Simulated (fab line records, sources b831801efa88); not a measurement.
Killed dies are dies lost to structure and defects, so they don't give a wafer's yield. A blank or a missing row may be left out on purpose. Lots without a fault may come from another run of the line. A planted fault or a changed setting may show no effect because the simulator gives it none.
Which tool did it? | flow gf180mcu | 12 lots, 36 wafers sampled, at 5 steps of a route of 602

WHAT THE GAUGES READ, wafer by wafer
GF_M3_THK_MEAS_06: measures by xrf. Usual: M3_ALCU_THK 445 nm, standard deviation 6.6.
lot  | measured     | on            | M3_ALCU_THK (nm) | flag
L855 | day 20 12:09 | film_metro-04 | 447 445 445      |
L856 | day 21 05:48 | film_metro-04 | 446 446 450      |
L857 | day 21 09:36 | film_metro-01 | 444 446 441      |
L859 | day 22 03:17 | film_metro-02 | 430 463 463      |
L860 | day 22 15:08 | film_metro-02 | 421 447 444      |
L864 | day 24 05:29 | film_metro-04 | 446 450 449      |
L868 | day 25 15:31 | film_metro-02 | 431 436 438      |
L869 | day 26 01:12 | film_metro-02 | 450 454 446      |
L873 | day 27 03:14 | film_metro-01 | 439 439 441      |
L874 | day 27 06:57 | film_metro-01 | 440 446 443      |
L876 | day 27 20:56 | film_metro-04 | 440 440 438      |
L877 | day 28 03:30 | film_metro-04 | 444 443 446      |

WHICH TOOL RAN EACH LOT (tool, then ch and the chambers of the sampled wafers, then the start)
lot  | GF_V2_CMP_26                  | GF_M3_SPUTTER_00             | GF_M3_SPUTTER_02             | GF_M3_SPUTTER_04
L855 | cmp-02 ch 0,2, day 20 11:31   | pvd_sputter-03, day 20 11:49 | pvd_sputter-03, day 20 11:56 | pvd_sputter-03, day 20 11:59
L856 | cmp-02 ch 0,2,3, day 21 05:10 | pvd_sputter-03, day 21 05:28 | pvd_sputter-03, day 21 05:35 | pvd_sputter-03, day 21 05:38
L857 | cmp-01 ch 0,1,2, day 21 09:01 | pvd_sputter-03, day 21 09:16 | pvd_sputter-03, day 21 09:23 | pvd_sputter-03, day 21 09:26
L859 | cmp-02 ch 1,3, day 22 02:38   | pvd_sputter-03, day 22 02:56 | pvd_sputter-03, day 22 03:04 | pvd_sputter-03, day 22 03:07
L860 | cmp-02 ch 0,2,3, day 22 14:30 | pvd_sputter-03, day 22 14:48 | pvd_sputter-03, day 22 14:56 | pvd_sputter-03, day 22 14:59
L864 | cmp-02 ch 0,1, day 24 04:53   | pvd_sputter-02, day 24 05:08 | pvd_sputter-02, day 24 05:16 | pvd_sputter-02, day 24 05:19
L868 | cmp-01 ch 2,3, day 25 14:55   | pvd_sputter-02, day 25 15:10 | pvd_sputter-02, day 25 15:18 | pvd_sputter-02, day 25 15:21
L869 | cmp-02 ch 0,1,2, day 26 00:43 | pvd_sputter-03, day 26 00:52 | pvd_sputter-03, day 26 00:59 | pvd_sputter-03, day 26 01:02
L873 | cmp-01 ch 0,2,3, day 27 02:38 | pvd_sputter-03, day 27 02:53 | pvd_sputter-03, day 27 03:01 | pvd_sputter-03, day 27 03:04
L874 | cmp-01 ch 0,1,2, day 27 06:19 | pvd_sputter-03, day 27 06:37 | pvd_sputter-03, day 27 06:44 | pvd_sputter-03, day 27 06:47
L876 | cmp-01 ch 1,2,3, day 27 20:18 | pvd_sputter-02, day 27 20:36 | pvd_sputter-02, day 27 20:44 | pvd_sputter-02, day 27 20:47
L877 | cmp-01 ch 0,1,3, day 28 02:59 | pvd_sputter-03, day 28 03:08 | pvd_sputter-03, day 28 03:16 | pvd_sputter-03, day 28 03:19
- GF_V2_CMP_26: polishes, stops on SiO2, t overpolish 15 s, target thk 0 nm.
- GF_M3_SPUTTER_00: material Ti, target thk 37.5 nm, time 150 s.
- GF_M3_SPUTTER_02: material AlCu, target thk 450 nm, time 23.9 s.
- GF_M3_SPUTTER_04: material TiN, target thk 50 nm, time 41.7 s.

WHAT THE TOOLS THEMSELVES READ (means of the sampled wafers that have a number; where no wafer has one, the mark that the record gives instead)
GF_V2_CMP_26. Usual: motor_current_A 11.0 A, standard deviation 1.7; overpolish_run_s 15.000 s, standard deviation 0.0094; slurry_filter_dp_kPa 13.51 kPa, standard deviation 0.15; time_to_endpoint_s 83 s, standard deviation 3.2.
lot  | tool   | motor_current_A (A) | overpolish_run_s (s) | slurry_filter_dp_kPa (kPa) | time_to_endpoint_s (s) | flag
L855 | cmp-02 | 13.1                | 14.994               | 13.43                      | 86                     |
L856 | cmp-02 | 11.5                | 15.002               | 13.65                      | 81                     |
L857 | cmp-01 | 12.0                | 14.998               | 13.47                      | 84                     |
L859 | cmp-02 | 8.7                 | 14.998               | 13.53                      | 82                     |
L860 | cmp-02 | 11.2                | 15.000               | 13.46                      | 84                     |
L864 | cmp-02 | 10.2                | 15.002               | 13.47                      | 84                     |
L868 | cmp-01 | 10.7                | 15.001               | 13.44                      | 81                     |
L869 | cmp-02 | 10.7                | 15.007               | 13.50                      | 85                     |
L873 | cmp-01 | 11.0                | 14.995               | 13.36                      | 88                     |
L874 | cmp-01 | 11.7                | 14.993               | 13.54                      | 83                     |
L876 | cmp-01 | 11.5                | 14.999               | 13.48                      | 83                     |
L877 | cmp-01 | 11.5                | 14.998               | 13.56                      | 84                     |

GF_M3_SPUTTER_00. Usual: cathode_dc_power_W 4000.0 W, standard deviation 0.7; throttle_valve_pct 30.3 %, standard deviation 0.81.
lot  | tool           | cathode_dc_power_W (W) | throttle_valve_pct (%) | flag
L855 | pvd_sputter-03 | 4000.6                 | 30.4                   |
L856 | pvd_sputter-03 | 3999.9                 | 30.3                   |
L857 | pvd_sputter-03 | 4000.1                 | 30.4                   |
L859 | pvd_sputter-03 | 4000.0                 | 31.1                   |
L860 | pvd_sputter-03 | 4000.8                 | 29.7                   |
L864 | pvd_sputter-02 | 4000.5                 | 30.4                   |
L868 | pvd_sputter-02 | 4000.0                 | 30.0                   |
L869 | pvd_sputter-03 | 4000.2                 | 30.1                   |
L873 | pvd_sputter-03 | 3999.7                 | 30.6                   |
L874 | pvd_sputter-03 | 3999.5                 | 29.9                   |
L876 | pvd_sputter-02 | 3999.9                 | 30.0                   |
L877 | pvd_sputter-03 | 3999.9                 | 29.7                   |

GF_M3_SPUTTER_02. Usual: cathode_dc_power_W 10400 W, standard deviation 1.8; throttle_valve_pct 30.3 %, standard deviation 0.83.
lot  | tool           | cathode_dc_power_W (W) | throttle_valve_pct (%) | flag
L855 | pvd_sputter-03 | 10400                  | 30.6                   |
L856 | pvd_sputter-03 | 10401                  | 30.7                   |
L857 | pvd_sputter-03 | 10400                  | 30.1                   |
L859 | pvd_sputter-03 | 10400                  | 31.0                   |
L860 | pvd_sputter-03 | 10399                  | 29.5                   |
L864 | pvd_sputter-02 | 10401                  | 30.4                   |
L868 | pvd_sputter-02 | 10399                  | 30.1                   |
L869 | pvd_sputter-03 | 10400                  | 30.0                   |
L873 | pvd_sputter-03 | 10400                  | 30.5                   |
L874 | pvd_sputter-03 | 10400                  | 29.6                   |
L876 | pvd_sputter-02 | 10399                  | 30.1                   |
L877 | pvd_sputter-03 | 10401                  | 29.9                   |

GF_M3_SPUTTER_04. Usual: cathode_dc_power_W 6499.7 W, standard deviation 1.2; throttle_valve_pct 30.3 %, standard deviation 0.81.
lot  | tool           | cathode_dc_power_W (W) | throttle_valve_pct (%) | flag
L855 | pvd_sputter-03 | 6499.1                 | 30.5                   |
L856 | pvd_sputter-03 | 6498.6                 | 30.5                   |
L857 | pvd_sputter-03 | 6500.4                 | 30.3                   |
L859 | pvd_sputter-03 | 7699.1                 | 31.0                   | OFF
L860 | pvd_sputter-03 | 7698.1                 | 29.8                   | OFF
L864 | pvd_sputter-02 | 6500.7                 | 30.5                   |
L868 | pvd_sputter-02 | 6500.0                 | 30.1                   |
L869 | pvd_sputter-03 | 6500.0                 | 30.0                   |
L873 | pvd_sputter-03 | 6499.5                 | 30.6                   |
L874 | pvd_sputter-03 | 6499.0                 | 29.6                   |
L876 | pvd_sputter-02 | 6499.2                 | 30.1                   |
L877 | pvd_sputter-03 | 6500.6                 | 29.5                   |

THE ANSWER, worked out from the rows above alone
Rule: a lot is off if the mean of its wafers that have a number lies more than 3 standard deviations from the usual mean. A lot without any number at a reading at which 4 lots or more have one is off too. The other lots that the step has rows for count as sound. The gauges are gone through in route order, then the tools' own readings, and for those a lot's mean is taken as printed above. The first step at which some lot is off is used, and at that step the reading that is off furthest; a lot without a number counts as furthest.
Off: L859, L860, at GF_M3_SPUTTER_04 (cathode_dc_power_W).
A tool fits if, at that step or a process step before it, it ran every lot that is off, and no sound lot after the first of them. None of those tried fits.

WHAT THE SIMULATOR HAD PUT IN
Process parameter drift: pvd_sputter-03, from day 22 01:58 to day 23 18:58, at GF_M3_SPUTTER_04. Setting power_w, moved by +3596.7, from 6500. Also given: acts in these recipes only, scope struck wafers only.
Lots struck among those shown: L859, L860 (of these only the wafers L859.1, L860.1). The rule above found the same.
